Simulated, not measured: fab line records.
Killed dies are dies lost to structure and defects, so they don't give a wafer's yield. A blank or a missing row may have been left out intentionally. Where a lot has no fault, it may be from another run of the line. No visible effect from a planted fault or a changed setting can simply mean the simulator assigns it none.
fab line records	flow gf180mcu
[record] lots = 24	wafers = 72	lastDay = 34
route steps=602 shown VT_IMPLANT@99 V1@360 V2@385 V5@558
lots that met no fault: from a run of the same line without faults
startH: hours from the record's opening day to when the first of the lot's shown wafers began	waitH: how many hours have passed since the lot's step before this one	" repeats the value in the row above	L1.1+2: several wafers, shown together as one row	- no value present, or no start provided	* or withheld: withheld	< > ~ a bound
route shown NAME@n: a module of which the file shows steps, and the number in the route of the first	usual: average and standard deviation across the fault-free wafers	same: alike in all rows	chamber/n: place in a boat	sites: each site's reading	_std_site: how widely they spread, as a standard deviation	_edge_site: mean of outer sites minus mean of inner sites	radiusMm: for every site, how far away it sits from the centre of the wafer	mask NAME#n: copy n	behind: the last tool/chamber to shape the wafer	hold: why the lot was held/for how many hours/how that ended	device: transistor that didn't switch, given as n, p or np	end of line: at the end of the route, the tests of the same wafers	a step without rows: its recipe alone	killed: count of dies lost to structure and defects at first sort (not the wafer's yield)	map: per-die view of a wafer (x killed, . not killed, _ where there is no die)
set.NAME: the setting that was run; set.NAME@STEP: the one run at that earlier step	model.NAME: the simulator's own value behind a step, which no gauge read
steps of the route over a sample of lots; a table a step, a row a wafer
services: a tool's chamber out of use, with start hour (startH, from the record's first day; less than 0 if before it), hours out, and reason
[[steps]]
[step GF_VT_IMPLANT_STRIP_09]
[recipe] chemistry = O2/N2	powerW = 1400	pressureMtorr = 1500	platenTempC = 250	o2FlowSccm = 3000	n2FlowSccm = 300	overashFraction = 0.5
[usual] drypumpMotorCurrentA = 5.5/0.44	heaterPowerW = 337/19	oesProductAu = 0.716/0.0046	platenTempC = 250.00/0.17	stripTimeToEndpointS = 12.629/0.029
[same] overashFraction = 0.5
lot.wafer	tool	chamber	startH	waitH	drypumpMotorCurrentA	heaterPowerW	oesProductAu	platenTempC	rfHoursCounterH	stripTimeToEndpointS
L074.1	plasmaAsher-02	1	113.33	0.1	5.0	362	0.712	250.13	23	12.587
L074.3	"	0	"	"	5.3	327	0.715	250.08	-	12.616
L074.5	"	1	"	"	5.0	360	0.720	250.08	-	12.622
L075.1	plasmaAsher-02	1	120.20	0.1	5.0	373	0.705	250.42	24	12.638
L075.2	"	0	"	"	5.3	326	0.716	249.99	24	12.605
L075.4	"	1	"	"	5.0	373	0.722	250.12	-	12.613
L076.2	plasmaAsher-01	1	122.17	0.1	5.9	330	0.719	250.11	53	12.602
L076.3	"	0	"	"	5.8	326	0.721	250.16	-	12.626
L076.5	"	0	"	"	5.8	340	0.719	250.05	-	12.622
L077.3	plasmaAsher-04	0	130.30	0.1	6.3	316	0.714	249.84	-	12.616
L077.4	"	1	"	"	5.4	350	0.721	250.09	-	12.625
L077.6	"	0	"	"	6.3	313	0.717	250.10	-	12.597
L078.1	plasmaAsher-02	0	137.17	0.1	5.3	320	0.714	250.06	26	12.678
L078.2	"	1	"	"	5.0	367	0.718	250.20	26	12.633
L078.6	"	0	"	"	5.3	329	0.713	249.85	-	12.642
L079.2	plasmaAsher-02	0	139.00	0.1	5.3	325	0.724	249.92	26	12.628
L079.5	"	1	"	"	5.0	365	0.708	250.13	-	12.644
L079.6	"	0	"	"	5.3	319	0.715	249.78	-	12.650
L080.2	plasmaAsher-02	0	148.05	0.1	5.3	321	0.722	249.66	27	12.674
L080.4	"	1	"	"	5.0	358	0.725	250.14	-	12.648
L080.6	"	0	"	"	5.3	319	0.707	249.88	-	12.706
L081.2	plasmaAsher-02	1	154.13	0.1	5.0	369	0.709	249.68	27	12.590
L081.4	"	1	"	"	5.0	364	0.720	249.67	-	12.575
L081.5	"	0	"	"	5.3	317	0.718	249.59	-	12.583
L082.3	plasmaAsher-04	1	160.12	0.1	5.3	346	0.708	250.13	-	12.616
L082.4	"	0	"	"	6.2	315	0.707	250.01	-	12.615
L082.5	"	0	"	"	6.3	315	0.722	249.76	-	12.640
L083.3	plasmaAsher-01	0	166.60	0.1	5.8	328	0.713	249.84	-	12.641
L083.4	"	1	"	"	5.9	330	0.711	249.83	-	12.645
L083.5	"	1	"	"	5.9	329	0.722	250.04	-	12.615
L084.4	plasmaAsher-01	1	175.90	0.1	5.9	334	0.716	249.75	-	12.607
L084.5	"	1	"	"	5.8	334	0.719	250.11	-	12.649
L084.6	"	0	"	"	5.8	338	0.725	250.00	-	12.661
L085.1	plasmaAsher-04	1	180.31	0.1	5.3	354	0.714	250.14	6	12.622
L085.5	"	0	"	"	6.3	313	0.719	249.88	-	12.609
L085.6	"	1	"	"	5.3	348	0.717	249.84	-	12.633
L086.1	plasmaAsher-02	1	186.85	0.1	5.0	372	0.712	250.14	31	12.611
L086.2	"	0	"	"	5.3	319	0.716	250.06	31	12.594
L086.3	"	0	"	"	5.3	322	0.723	250.22	-	12.633
L087.2	plasmaAsher-02	0	189.90	0.1	5.3	314	0.712	250.28	31	12.618
L087.3	"	1	"	"	5.0	370	0.706	249.93	-	12.634
L087.6	"	1	"	"	5.0	356	0.716	249.75	-	12.643
L088.2	plasmaAsher-02	1	196.83	0.1	5.0	369	0.712	249.91	32	12.587
L088.3	"	1	"	"	5.0	375	0.713	249.99	-	12.618
L088.5	"	0	"	"	5.3	313	0.724	249.96	-	12.605
L089.1	plasmaAsher-04	0	202.45	0.1	6.2	311	0.714	250.05	8	12.650
L089.3	"	0	"	"	6.3	317	0.721	249.95	-	12.649
L089.6	"	0	"	"	6.3	312	0.712	250.16	-	12.638
L090.1	plasmaAsher-04	0	206.86	0.1	6.3	316	0.717	250.05	9	12.625
L090.2	"	1	"	"	5.4	332	0.716	250.08	9	12.624
L090.4	"	1	"	"	5.4	346	0.712	249.86	-	12.676
L091.1	plasmaAsher-01	0	214.68	0.1	5.8	346	0.721	249.97	63	12.606
L091.2	"	1	"	"	5.8	330	0.711	249.97	63	12.614
L091.4	"	1	"	"	5.8	328	0.717	249.97	-	12.647
L092.2	plasmaAsher-04	0	222.90	0.1	6.3	317	0.719	250.28	11	12.626
L092.4	"	0	"	"	6.3	314	0.719	249.97	-	12.623
L092.5	"	1	"	"	5.4	351	0.722	250.09	-	12.614
L093.1	plasmaAsher-02	1	229.41	0.1	5.0	366	0.716	249.98	35	12.712
L093.4	"	0	"	"	5.3	322	0.718	250.20	-	12.631
L093.5	"	0	"	"	5.3	324	0.722	250.23	-	12.635
L094.1	plasmaAsher-01	0	236.95	0.1	5.8	345	0.719	250.36	64	12.698
L094.2	"	1	"	"	5.8	326	0.716	250.05	64	12.672
L094.4	"	0	"	"	5.8	333	0.721	250.38	-	12.668
L095.3	plasmaAsher-02	1	248.23	0.1	5.0	359	0.719	250.09	-	12.623
L095.4	"	0	"	"	5.3	325	0.720	250.11	-	12.603
L095.5	"	1	"	"	5.0	372	0.719	249.96	-	12.596
L096.2	plasmaAsher-04	0	255.30	0.1	6.2	318	0.715	250.14	14	12.593
L096.4	"	1	"	"	5.4	350	0.721	249.97	-	12.583
L096.6	"	0	"	"	6.3	316	0.714	250.13	-	12.625
L097.1	plasmaAsher-02	0	260.73	0.1	5.3	323	0.724	249.93	38	12.594
L097.3	"	1	"	"	5.0	370	0.714	249.92	-	12.660
L097.4	"	0	"	"	5.3	315	0.713	249.76	-	12.662
[step GF_V1_THK_MEAS_25]
[recipe] thkMeasGauge = xrf	reads = W_of_V1_CVD_23
[usual] V1_W_THK = 343/7.1
lot.wafer	tool	chamber	startH	waitH	V1_W_THK[nm]
L074.1	filmMetro-02	-	416.34	0.1	332
L074.3	"	-	"	"	337
L074.5	"	-	"	"	334
L075.1	filmMetro-02	-	424.96	0.1	335
L075.2	"	-	"	"	341
L075.4	"	-	"	"	337
L076.2	filmMetro-02	-	429.50	0.1	339
L076.3	"	-	"	"	339
L076.5	"	-	"	"	344
L077.3	filmMetro-03	-	437.84	0.1	343
L077.4	"	-	"	"	337
L077.6	"	-	"	"	340
L078.1	filmMetro-01	-	451.38	0.1	346
L078.2	"	-	"	"	351
L078.6	"	-	"	"	351
L079.2	filmMetro-02	-	456.04	0.1	348
L079.5	"	-	"	"	344
L079.6	"	-	"	"	336
L080.2	filmMetro-03	-	464.69	0.1	348
L080.4	"	-	"	"	343
L080.6	"	-	"	"	349
L081.2	filmMetro-02	-	479.37	0.1	346
L081.4	"	-	"	"	351
L081.5	"	-	"	"	349
L082.3	filmMetro-01	-	487.40	0.1	340
L082.4	"	-	"	"	343
L082.5	"	-	"	"	349
L083.3	filmMetro-03	-	492.54	0.1	345
L083.4	"	-	"	"	351
L083.5	"	-	"	"	343
L084.4	filmMetro-01	-	509.73	0.1	348
L084.5	"	-	"	"	343
L084.6	"	-	"	"	351
L085.1	filmMetro-02	-	517.21	0.1	333
L085.5	"	-	"	"	328
L085.6	"	-	"	"	330
L086.1	filmMetro-03	-	524.75	0.1	337
L086.2	"	-	"	"	339
L086.3	"	-	"	"	334
L087.2	filmMetro-01	-	531.15	0.1	356
L087.3	"	-	"	"	343
L087.6	"	-	"	"	355
L088.2	filmMetro-02	-	541.36	0.1	333
L088.3	"	-	"	"	345
L088.5	"	-	"	"	337
L089.1	filmMetro-03	-	548.13	0.1	340
L089.3	"	-	"	"	355
L089.6	"	-	"	"	352
L090.1	filmMetro-01	-	552.77	0.1	350
L090.2	"	-	"	"	353
L090.4	"	-	"	"	357
L091.1	filmMetro-03	-	562.17	0.1	351
L091.2	"	-	"	"	346
L091.4	"	-	"	"	345
L092.2	filmMetro-02	-	570.80	0.1	335
L092.4	"	-	"	"	338
L092.5	"	-	"	"	331
L093.1	filmMetro-02	-	576.03	0.1	337
L093.4	"	-	"	"	334
L093.5	"	-	"	"	336
L094.1	filmMetro-02	-	589.01	0.1	331
L094.2	"	-	"	"	330
L094.4	"	-	"	"	333
L095.3	filmMetro-01	-	595.13	0.1	353
L095.4	"	-	"	"	341
L095.5	"	-	"	"	351
L096.2	filmMetro-01	-	607.32	0.1	355
L096.4	"	-	"	"	346
L096.6	"	-	"	"	347
L097.1	filmMetro-01	-	614.55	0.1	337
L097.3	"	-	"	"	341
L097.4	"	-	"	"	342
[step GF_V2_THK_MEAS_03]
[recipe] reads = SiO2_of_V2_CVD_02
[usual] V2_CVD_02_THK = 853/13
lot.wafer	tool	chamber	startH	waitH	V2_CVD_02_THK[nm]
L074.1	filmMetro-02	-	442.09	0.0	849
L074.3	"	-	"	"	846
L074.5	"	-	"	"	868
L075.1	filmMetro-04	-	450.64	0.0	867
L075.2	"	-	"	"	852
L075.4	"	-	"	"	875
L076.2	filmMetro-04	-	455.00	0.0	856
L076.3	"	-	"	"	865
L076.5	"	-	"	"	858
L077.3	filmMetro-04	-	463.61	0.1	860
L077.4	"	-	"	"	851
L077.6	"	-	"	"	863
L078.1	filmMetro-04	-	476.74	0.0	860
L078.2	"	-	"	"	855
L078.6	"	-	"	"	864
L079.2	filmMetro-04	-	481.75	0.0	847
L079.5	"	-	"	"	847
L079.6	"	-	"	"	865
L080.2	filmMetro-02	-	490.36	0.0	852
L080.4	"	-	"	"	867
L080.6	"	-	"	"	865
L081.2	filmMetro-04	-	504.69	0.0	853
L081.4	"	-	"	"	850
L081.5	"	-	"	"	840
L082.3	filmMetro-03	-	512.80	0.1	850
L082.4	"	-	"	"	846
L082.5	"	-	"	"	872
L083.3	filmMetro-04	-	517.99	0.1	855
L083.4	"	-	"	"	864
L083.5	"	-	"	"	866
L084.4	filmMetro-04	-	534.31	0.0	875
L084.5	"	-	"	"	851
L084.6	"	-	"	"	864
L085.1	filmMetro-03	-	541.24	0.0	864
L085.5	"	-	"	"	873
L085.6	"	-	"	"	856
L086.1	filmMetro-03	-	548.78	0.0	852
L086.2	"	-	"	"	838
L086.3	"	-	"	"	837
L087.2	filmMetro-04	-	554.89	0.0	838
L087.3	"	-	"	"	860
L087.6	"	-	"	"	865
L088.2	filmMetro-04	-	564.94	0.0	847
L088.3	"	-	"	"	856
L088.5	"	-	"	"	854
L089.1	filmMetro-02	-	572.44	0.0	840
L089.3	"	-	"	"	846
L089.6	"	-	"	"	866
L090.1	filmMetro-03	-	576.59	0.0	847
L090.2	"	-	"	"	858
L090.4	"	-	"	"	877
L091.1	filmMetro-03	-	585.55	0.0	853
L091.2	"	-	"	"	831
L091.4	"	-	"	"	850
L092.2	filmMetro-03	-	593.64	0.0	854
L092.4	"	-	"	"	858
L092.5	"	-	"	"	866
L093.1	filmMetro-03	-	599.41	0.0	817
L093.4	"	-	"	"	848
L093.5	"	-	"	"	834
L094.1	filmMetro-04	-	612.24	0.0	829
L094.2	"	-	"	"	847
L094.4	"	-	"	"	848
L095.3	filmMetro-04	-	617.76	0.1	845
L095.4	"	-	"	"	864
L095.5	"	-	"	"	873
L096.2	filmMetro-03	-	630.10	0.0	831
L096.4	"	-	"	"	835
L096.6	"	-	"	"	849
L097.1	filmMetro-04	-	637.06	0.0	851
L097.3	"	-	"	"	852
L097.4	"	-	"	"	859
[step GF_V2_ETCH_16]
[recipe] chemistry = N2/H2	targetDepthA = withheld	overetchA = withheld	timeS = withheld	target = BARC	ionEnergyEv = 200	sourceW = 500	biasW = 100	pressureMtorr = 30	n2FlowSccm = 100	h2FlowSccm = 200
[usual] biasW = 100.0/0.31	drypumpMotorCurrentA = 5.8/0.49	oesProductAu = 0.854/0.0048	throttleValvePct = 13.225/0.0093
lot.wafer	tool	chamber	startH	waitH	biasW	drypumpMotorCurrentA	oesProductAu	throttleValvePct
L074.1	rieDiel-01	2	466.78	0.0	100.3	4.8	0.855	13.242
L074.3	"	0	"	"	99.6	5.7	0.855	13.235
L074.5	"	1	"	"	100.0	6.3	0.856	13.217
L075.1	rieDiel-01	2	475.06	0.0	100.1	4.7	0.849	13.220
L075.2	"	0	"	"	99.6	5.6	0.846	13.232
L075.4	"	3	"	"	99.3	5.5	0.855	13.224
L076.2	rieDiel-04	3	479.96	0.0	100.3	5.6	0.851	13.217
L076.3	"	1	"	"	99.7	5.7	0.854	13.202
L076.5	"	0	"	"	99.7	6.3	0.848	13.225
L077.3	rieDiel-04	0	488.63	0.0	100.0	6.4	0.853	13.224
L077.4	"	3	"	"	100.2	5.6	0.853	13.219
L077.6	"	1	"	"	99.9	5.7	0.854	13.227
L078.1	rieDiel-04	2	500.88	0.0	99.9	5.7	0.853	13.216
L078.2	"	1	"	"	100.1	5.7	0.859	13.209
L078.6	"	3	"	"	100.1	5.6	0.856	13.216
L079.2	rieDiel-01	1	506.48	0.0	100.4	6.3	0.862	13.225
L079.5	"	2	"	"	99.8	4.8	0.849	13.217
L079.6	"	3	"	"	100.6	5.5	0.855	13.214
L080.2	rieDiel-01	3	514.48	0.0	99.5	5.5	0.857	13.220
L080.4	"	0	"	"	100.0	5.7	0.847	13.209
L080.6	"	1	"	"	99.8	6.3	0.865	13.239
L081.2	rieDiel-04	0	528.43	0.0	100.0	6.4	0.847	13.222
L081.4	"	3	"	"	99.9	5.6	0.847	13.219
L081.5	"	0	"	"	100.3	6.4	0.857	13.218
L082.3	rieDiel-04	3	536.43	0.0	99.9	5.6	0.854	13.236
L082.4	"	2	"	"	100.3	5.7	0.843	13.221
L082.5	"	0	"	"	99.8	6.3	0.850	13.212
L083.3	rieDiel-01	0	541.23	0.0	100.6	5.6	0.849	13.227
L083.4	"	1	"	"	100.4	6.3	0.851	13.222
L083.5	"	3	"	"	100.0	5.6	0.861	13.219
L084.4	rieDiel-01	0	557.85	0.0	99.6	5.7	0.857	13.216
L084.5	"	2	"	"	100.5	4.8	0.850	13.211
L084.6	"	3	"	"	99.7	5.5	0.861	13.206
L085.1	rieDiel-02	2	563.83	0.0	99.6	6.3	0.857	13.220
L085.5	"	2	"	"	99.2	6.3	0.858	13.230
L085.6	"	3	"	"	100.0	6.4	0.857	13.217
L086.1	rieDiel-04	3	571.83	0.0	100.0	5.6	0.853	13.232
L086.2	"	0	"	"	99.8	6.4	0.853	13.214
L086.3	"	1	"	"	100.4	5.7	0.852	13.234
L087.2	rieDiel-02	1	578.25	0.0	100.0	5.4	0.853	13.229
L087.3	"	0	"	"	99.9	6.3	0.858	13.234
L087.6	"	3	"	"	100.3	6.5	0.859	13.233
L088.2	rieDiel-01	3	587.31	0.0	99.6	5.6	0.846	13.215
L088.3	"	0	"	"	99.6	5.6	0.850	13.235
L088.5	"	3	"	"	99.6	5.5	0.850	13.228
L089.1	rieDiel-01	0	594.46	0.0	99.7	5.7	0.857	13.240
L089.3	"	2	"	"	100.4	4.8	0.854	13.214
L089.6	"	3	"	"	100.0	5.5	0.851	13.218
L090.1	rieDiel-01	2	598.76	0.0	99.7	4.8	0.859	13.220
L090.2	"	1	"	"	99.8	6.4	0.855	13.222
L090.4	"	3	"	"	100.7	5.5	0.857	13.231
L091.1	rieDiel-04	1	607.41	0.0	99.9	5.7	0.844	13.220
L091.2	"	0	"	"	99.8	6.3	0.863	13.218
L091.4	"	2	"	"	99.8	5.8	0.849	13.218
L092.2	rieDiel-04	1	615.68	0.0	100.5	5.7	0.856	13.231
L092.4	"	2	"	"	99.6	5.8	0.857	13.243
L092.5	"	2	"	"	99.7	5.8	0.867	13.204
L093.1	rieDiel-02	2	621.01	0.0	99.6	6.3	0.862	13.227
L093.4	"	1	"	"	100.3	5.4	0.862	13.245
L093.5	"	0	"	"	99.9	6.3	0.855	13.250
L094.1	rieDiel-01	0	633.33	0.0	99.6	5.6	0.858	13.228
L094.2	"	2	"	"	100.3	4.8	0.856	13.236
L094.4	"	1	"	"	100.5	6.3	0.858	13.225
L095.3	rieDiel-04	0	638.03	0.0	99.7	6.3	0.852	13.216
L095.4	"	2	"	"	99.8	5.7	0.849	13.234
L095.5	"	1	"	"	99.9	5.7	0.847	13.245
L096.2	rieDiel-04	2	650.28	0.0	100.0	5.7	0.861	13.242
L096.4	"	0	"	"	100.3	6.4	0.851	13.226
L096.6	"	1	"	"	100.0	5.7	0.848	13.226
L097.1	rieDiel-01	1	657.48	0.0	99.7	6.3	0.850	13.247
L097.3	"	3	"	"	99.5	5.6	0.859	13.214
L097.4	"	2	"	"	100.0	4.8	0.856	13.237
[step GF_V2_ETCH_17]
[recipe] chemistry = C4F8/O2/Ar	maskMaterial = KrF	target = SiO2	stopOn = TiN	sourceW = 1500	biasW = 1200	pressureMtorr = 40	c4f8FlowSccm = withheld	O2_flow_sccm = 6	Ar_flow_sccm = 300	timeS = withheld	targetDepthA = 6300
[usual] biasW = 1200/3.9	oesProductAu = 0.856/0.0046
lot.wafer	tool	chamber	startH	waitH	biasW	oesProductAu
L074.1	rieDiel-01	2	-	-	1203	0.851
L074.3	"	0	"	"	1200	0.851
L074.5	"	1	"	"	1204	0.856
L075.1	rieDiel-01	2	-	-	1198	0.857
L075.2	"	0	"	"	1200	0.857
L075.4	"	3	"	"	1203	0.851
L076.2	rieDiel-04	3	-	-	1201	0.857
L076.3	"	1	"	"	1190	0.849
L076.5	"	0	"	"	1192	0.847
L077.3	rieDiel-04	0	-	-	1198	0.855
L077.4	"	3	"	"	1204	0.860
L077.6	"	1	"	"	1201	0.862
L078.1	rieDiel-04	2	-	-	1203	0.858
L078.2	"	1	"	"	1194	0.855
L078.6	"	3	"	"	1194	0.848
L079.2	rieDiel-01	1	-	-	1200	0.856
L079.5	"	2	"	"	1200	0.860
L079.6	"	3	"	"	1201	0.858
L080.2	rieDiel-01	3	-	-	1202	0.860
L080.4	"	0	"	"	1202	0.861
L080.6	"	1	"	"	1190	0.863
L081.2	rieDiel-04	0	-	-	1198	0.855
L081.4	"	3	"	"	1200	0.859
L081.5	"	0	"	"	1200	0.857
L082.3	rieDiel-04	3	-	-	1201	0.867
L082.4	"	2	"	"	1199	0.864
L082.5	"	0	"	"	1199	0.855
L083.3	rieDiel-01	0	-	-	1203	0.868
L083.4	"	1	"	"	1198	0.852
L083.5	"	3	"	"	1205	0.852
L084.4	rieDiel-01	0	-	-	1199	0.866
L084.5	"	2	"	"	1199	0.849
L084.6	"	3	"	"	1203	0.853
L085.1	rieDiel-02	2	-	-	1202	0.860
L085.5	"	2	"	"	1202	0.853
L085.6	"	3	"	"	1204	0.855
L086.1	rieDiel-04	3	-	-	1202	0.858
L086.2	"	0	"	"	1197	0.849
L086.3	"	1	"	"	1206	0.851
L087.2	rieDiel-02	1	-	-	1197	0.854
L087.3	"	0	"	"	1195	0.855
L087.6	"	3	"	"	1203	0.858
L088.2	rieDiel-01	3	-	-	1195	0.853
L088.3	"	0	"	"	1195	0.859
L088.5	"	3	"	"	1197	0.853
L089.1	rieDiel-01	0	-	-	1198	0.852
L089.3	"	2	"	"	1198	0.856
L089.6	"	3	"	"	1199	0.855
L090.1	rieDiel-01	2	-	-	1196	0.849
L090.2	"	1	"	"	1201	0.851
L090.4	"	3	"	"	1201	0.852
L091.1	rieDiel-04	1	-	-	1201	0.857
L091.2	"	0	"	"	1205	0.862
L091.4	"	2	"	"	1202	0.857
L092.2	rieDiel-04	1	-	-	1200	0.853
L092.4	"	2	"	"	1198	0.860
L092.5	"	2	"	"	1204	0.859
L093.1	rieDiel-02	2	-	-	1201	0.856
L093.4	"	1	"	"	1196	0.855
L093.5	"	0	"	"	1203	0.857
L094.1	rieDiel-01	0	-	-	1205	0.852
L094.2	"	2	"	"	1201	0.853
L094.4	"	1	"	"	1197	0.863
L095.3	rieDiel-04	0	-	-	1196	0.858
L095.4	"	2	"	"	1205	0.862
L095.5	"	1	"	"	1198	0.848
L096.2	rieDiel-04	2	-	-	1200	0.856
L096.4	"	0	"	"	1208	0.855
L096.6	"	1	"	"	1200	0.860
L097.1	rieDiel-01	1	-	-	1200	0.857
L097.3	"	3	"	"	1197	0.852
L097.4	"	2	"	"	1204	0.850
[step GF_V5_STRIP_18]
[recipe] chemistry = O2/N2	powerW = 1400	pressureMtorr = 1500	platenTempC = 250	o2FlowSccm = 3000	n2FlowSccm = 300	overashFraction = 0.5
[usual] drypumpMotorCurrentA = 5.6/0.38	heaterPowerW = 328/25	oesProductAu = 0.569/0.0052	platenTempC = 250.01/0.19
[same] overashFraction = 0.5
lot.wafer	tool	chamber	startH	waitH	drypumpMotorCurrentA	heaterPowerW	oesProductAu	platenTempC	rfHoursCounterH
L074.1	plasmaAsher-02	0	633.13	-	5.3	318	0.566	250.16	78
L074.3	"	0	"	"	5.3	313	0.564	250.23	-
L074.5	"	0	"	"	5.3	322	0.570	249.99	-
L075.1	plasmaAsher-02	1	640.08	-	5.0	356	0.576	250.36	79
L075.2	"	0	"	"	5.3	314	0.563	250.05	79
L075.4	"	1	"	"	5.0	366	0.570	250.22	-
L076.2	plasmaAsher-01	1	644.30	-	5.8	337	0.563	249.89	107
L076.3	"	0	"	"	5.8	339	0.562	250.20	-
L076.5	"	0	"	"	5.8	325	0.570	250.24	-
L077.3	plasmaAsher-03	0	650.58	-	6.1	278	0.568	249.89	-
L077.4	"	1	"	"	5.8	331	0.567	250.22	-
L077.6	"	1	"	"	5.8	335	0.569	250.11	-
L078.1	plasmaAsher-02	1	661.93	-	5.0	364	0.579	249.78	81
L078.2	"	0	"	"	5.3	327	0.576	250.14	81
L078.6	"	0	"	"	5.3	322	0.573	250.25	-
L079.2	plasmaAsher-02	1	667.20	-	5.0	370	0.568	249.90	82
L079.5	"	0	"	"	5.3	331	0.567	250.10	-
L079.6	"	1	"	"	5.0	359	0.571	249.75	-
L080.2	plasmaAsher-01	0	672.23	-	5.8	341	0.570	250.33	110
L080.4	"	1	"	"	5.9	336	0.573	250.03	-
L080.6	"	1	"	"	5.8	325	0.571	249.99	-
L081.2	plasmaAsher-02	0	683.78	-	5.3	318	0.570	249.92	84
L081.4	"	0	"	"	5.3	321	0.574	249.15	-
L081.5	"	1	"	"	5.0	373	0.567	249.83	-
L082.3	plasmaAsher-02	0	689.43	-	5.3	323	0.569	249.96	-
L082.4	"	1	"	"	5.0	359	0.566	250.16	-
L082.5	"	1	"	"	5.0	357	0.560	249.98	-
L083.3	plasmaAsher-01	0	696.53	-	5.8	338	0.570	249.95	-
L083.4	"	1	"	"	5.8	333	0.567	249.79	-
L083.5	"	0	"	"	5.8	340	0.575	249.84	-
L084.4	plasmaAsher-01	0	710.11	-	5.8	336	0.563	250.32	-
L084.5	"	0	"	"	5.8	335	0.564	250.17	-
L084.6	"	1	"	"	5.8	333	0.565	249.74	-
L085.1	plasmaAsher-02	1	713.13	-	5.0	362	0.568	249.82	86
L085.5	"	0	"	"	5.3	316	0.565	249.74	-
L085.6	"	1	"	"	5.0	362	0.569	249.87	-
L086.1	plasmaAsher-02	0	720.05	-	5.3	321	0.562	250.23	87
L086.2	"	1	"	"	5.0	366	0.585	250.09	87
L086.3	"	0	"	"	5.3	322	0.575	250.22	-
L087.2	plasmaAsher-01	1	725.23	-	5.9	324	0.569	250.02	117
L087.3	"	1	"	"	5.9	323	0.563	249.95	-
L087.6	"	1	"	"	5.8	329	0.566	250.05	-
L088.2	plasmaAsher-03	1	733.78	-	5.7	331	0.571	249.77	25
L088.3	"	1	"	"	5.8	337	0.578	250.29	-
L088.5	"	0	"	"	6.1	281	0.567	249.87	-
L089.1	plasmaAsher-03	1	737.88	-	5.8	333	0.576	250.04	25
L089.3	"	1	"	"	5.7	325	0.573	250.06	-
L089.6	"	1	"	"	5.7	331	0.564	249.83	-
L090.1	plasmaAsher-01	0	742.98	-	5.8	326	0.570	250.28	0
L090.2	"	1	"	"	5.8	346	0.575	249.97	0
L090.4	"	1	"	"	5.8	345	0.584	250.02	-
L091.1	plasmaAsher-03	1	750.03	-	5.8	341	0.572	250.09	27
L091.2	"	0	"	"	6.1	278	0.566	250.25	27
L091.4	"	1	"	"	5.8	332	0.570	250.15	-
L092.2	plasmaAsher-03	0	758.83	-	6.1	282	0.569	249.98	28
L092.4	"	1	"	"	5.7	336	0.566	249.81	-
L092.5	"	0	"	"	6.1	285	0.571	250.24	-
L093.1	plasmaAsher-03	1	760.08	-	5.8	345	0.561	249.71	28
L093.4	"	1	"	"	5.8	336	0.566	249.75	-
L093.5	"	0	"	"	6.1	280	0.575	250.25	-
L094.1	plasmaAsher-01	0	769.15	-	5.8	324	0.564	249.88	3
L094.2	"	1	"	"	5.9	340	0.572	250.10	3
L094.4	"	0	"	"	5.8	334	0.572	249.88	-
L095.3	plasmaAsher-01	1	773.51	-	5.9	345	0.576	250.25	-
L095.4	"	0	"	"	5.8	330	0.571	249.90	-
L095.5	"	1	"	"	5.8	349	0.555	249.88	-
L096.2	plasmaAsher-03	1	782.48	-	5.8	331	0.572	250.23	31
L096.4	"	0	"	"	6.1	280	0.572	250.14	-
L096.6	"	1	"	"	5.8	332	0.563	250.04	-
L097.1	plasmaAsher-03	0	787.68	-	6.1	279	0.569	249.94	31
L097.3	"	0	"	"	6.1	292	0.580	249.85	-
L097.4	"	1	"	"	5.7	332	0.559	250.23	-
[[services]]
tool	chamber	startH	hours	kind
rieDiel-04	2	97.43	6.7	repair
rieDiel-04	-	97.88	0.2	repair
rieDiel-04	1	108.56	7.2	repair
rieDiel-01	0	170.85	5.0	repair
rieDiel-04	0	173.32	5.4	repair
rieDiel-01	1	179.12	5.1	repair
plasmaAsher-02	-	189.38	0.4	repair
rieDiel-01	2	200.15	7.5	repair
rieDiel-01	3	256.02	9.9	repair
rieDiel-01	0	260.42	8.0	repair
rieDiel-04	2	271.65	10.0	repair
rieDiel-01	-	318.71	0.7	repair
plasmaAsher-02	-	338.81	0.4	repair
rieDiel-01	-	342.36	14.6	pm
rieDiel-04	3	349.49	7.3	repair
rieDiel-01	-	405.29	2.0	repair
rieDiel-04	3	429.14	13.9	repair
rieDiel-04	2	477.84	8.3	repair
rieDiel-01	3	482.01	6.0	repair
rieDiel-01	1	557.75	4.5	repair
rieDiel-01	2	599.53	7.0	repair
rieDiel-01	0	626.03	1.4	repair
rieDiel-01	-	689.73	2.8	pm
rieDiel-01	1	746.40	4.6	repair
[[key]]
fault none
